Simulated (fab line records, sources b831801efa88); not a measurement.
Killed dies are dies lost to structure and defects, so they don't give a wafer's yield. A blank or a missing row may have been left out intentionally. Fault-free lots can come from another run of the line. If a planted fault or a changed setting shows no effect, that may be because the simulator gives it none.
Which tool was responsible? + flow gf180mcu + Sampling: 13 lots, 39 wafers, 4 of 602 route steps

## WHAT THE GAUGES SHOWED, per wafer
GF_NSD_CD_MEAS_07: target cd 400 nm. Usual: 399.6 nm for cdNm, sd 2.5.
| lot  | measured     | on       | cdNm (nm)         | flag |
|------|--------------|----------|-------------------|------|
| L288 | day 13 07:14 | cdSem-02 | 399.5 399.9 399.2 |      |
| L289 | day 13 11:20 | cdSem-01 | 399.5 399.6 400.1 |      |
| L290 | day 14 00:20 | cdSem-02 | 393.2 392.9 392.0 |      |
| L296 | day 16 04:55 | cdSem-02 | 403.9 404.7 403.4 |      |
| L297 | day 16 11:07 | cdSem-02 | 397.9 399.1 396.1 |      |
| L301 | day 18 00:05 | cdSem-02 | 401.9 399.9 401.8 |      |
| L302 | day 18 03:34 | cdSem-01 | 399.6 400.5 400.7 |      |
| L305 | day 19 03:34 | cdSem-02 | 399.7 398.9 400.9 |      |
| L306 | day 19 11:16 | cdSem-02 | 398.0 399.6 400.1 |      |
| L308 | day 20 05:03 | cdSem-02 | 401.1 400.2 400.4 |      |
| L309 | day 20 17:26 | cdSem-01 | 402.9 400.1 401.7 |      |
| L310 | day 21 00:10 | cdSem-01 | 401.9 402.3 402.2 |      |
| L311 | day 21 05:41 | cdSem-01 | 401.6 398.4 399.1 |      |

GF_V1_THK_MEAS_01. Usual: V1_CVD_00_THK 598 nm, standard deviation 5.1.
| lot  | measured     | on           | V1_CVD_00_THK (nm) | flag |
|------|--------------|--------------|--------------------|------|
| L288 | day 17 00:46 | filmMetro-03 | 601 598 596        |      |
| L289 | day 17 06:25 | filmMetro-02 | 601 601 599        |      |
| L290 | day 17 20:28 | filmMetro-01 | 593 600 601        |      |
| L296 | day 20 08:05 | filmMetro-01 | 604 604 604        |      |
| L297 | day 20 14:43 | filmMetro-02 | 601 602 597        |      |
| L301 | day 22 05:00 | filmMetro-01 | 607 597 604        |      |
| L302 | day 22 08:25 | filmMetro-01 | 598 600 601        |      |
| L305 | day 23 07:51 | filmMetro-02 | 600 594 597        |      |
| L306 | day 23 14:20 | filmMetro-03 | 594 595 595        |      |
| L308 | day 24 06:44 | filmMetro-01 | 595 598 593        |      |
| L309 | day 24 17:44 | filmMetro-03 | 595 604 602        |      |
| L310 | day 25 00:13 | filmMetro-02 | 596 600 593        |      |
| L311 | day 25 04:13 | filmMetro-02 | 592 588 596        |      |

GF_V1_BOW_MEAS_05. Usual: V1_BOW 83 um, standard deviation 8.1.
| lot  | measured     | on           | V1_BOW (um) | flag |
|------|--------------|--------------|-------------|------|
| L288 | day 17 01:22 | filmMetro-02 | 85 84 69    |      |
| L289 | day 17 06:54 | filmMetro-02 | 95 71 69    |      |
| L290 | day 17 20:57 | filmMetro-03 | 69 81 83    |      |
| L296 | day 20 08:35 | filmMetro-01 | 87 65 84    |      |
| L297 | day 20 15:13 | filmMetro-02 | 68 86 94    |      |
| L301 | day 22 05:31 | filmMetro-03 | 70 101 72   |      |
| L302 | day 22 08:55 | filmMetro-03 | 81 88 85    |      |
| L305 | day 23 08:20 | filmMetro-03 | 75 82 75    |      |
| L306 | day 23 14:50 | filmMetro-03 | 77 64 91    |      |
| L308 | day 24 07:15 | filmMetro-03 | 87 85 87    |      |
| L309 | day 24 18:14 | filmMetro-03 | 89 89 95    |      |
| L310 | day 25 00:43 | filmMetro-03 | 82 89 82    |      |
| L311 | day 25 04:42 | filmMetro-01 | 79 83 79    |      |

## WHICH TOOL RAN EACH LOT (tool, then ch and the chambers of the sampled wafers, then the start)
| lot  | GF_MVPSD_EXPOSE_04                 |
|------|------------------------------------|
| L288 | ilineStepper-02 ch 0, day 4 17:13  |
| L289 | ilineStepper-02 ch 0, day 4 23:19  |
| L290 | ilineStepper-01 ch 0, day 5 05:26  |
| L296 | ilineStepper-02 ch 0, day 6 19:07  |
| L297 | ilineStepper-02 ch 0, day 7 00:04  |
| L301 | ilineStepper-01 ch 0, day 7 21:51  |
| L302 | ilineStepper-02 ch 0, day 8 05:02  |
| L305 | ilineStepper-01 ch 0, day 8 20:20  |
| L306 | ilineStepper-01 ch 0, day 9 03:59  |
| L308 | ilineStepper-02 ch 0, day 9 13:55  |
| L309 | ilineStepper-02 ch 0, day 10 02:40 |
| L310 | ilineStepper-02 ch 0, day 10 04:23 |
| L311 | ilineStepper-01 ch 0, day 10 11:01 |
- GF_MVPSD_EXPOSE_04: exposes mask MVPSD, target cd 1000 nm.

## WHAT THE TOOLS THEMSELVES READ (means of the sampled wafers that have a number; where no wafer has one, the mark that the record gives instead)
The record holds no such reading with a usual standard deviation.

## THE ANSWER, worked out from the rows above alone
Rule: a lot counts as off when the mean over its wafers that have a number is more than 3 standard deviations away from the usual mean. Also off: a lot with no number at a reading for which 4 or more lots have one. The other lots that the step has rows for count as sound. The gauges are gone through in route order, then the tools' own readings, and for those a lot's mean is taken as printed above. At the first step where some lot is off, the reading lying furthest off is the one used; lots without a number count as furthest.
None of the lots is off at any reading shown; this tells nothing.

## WHAT HAD BEEN PUT IN BY THE SIMULATOR
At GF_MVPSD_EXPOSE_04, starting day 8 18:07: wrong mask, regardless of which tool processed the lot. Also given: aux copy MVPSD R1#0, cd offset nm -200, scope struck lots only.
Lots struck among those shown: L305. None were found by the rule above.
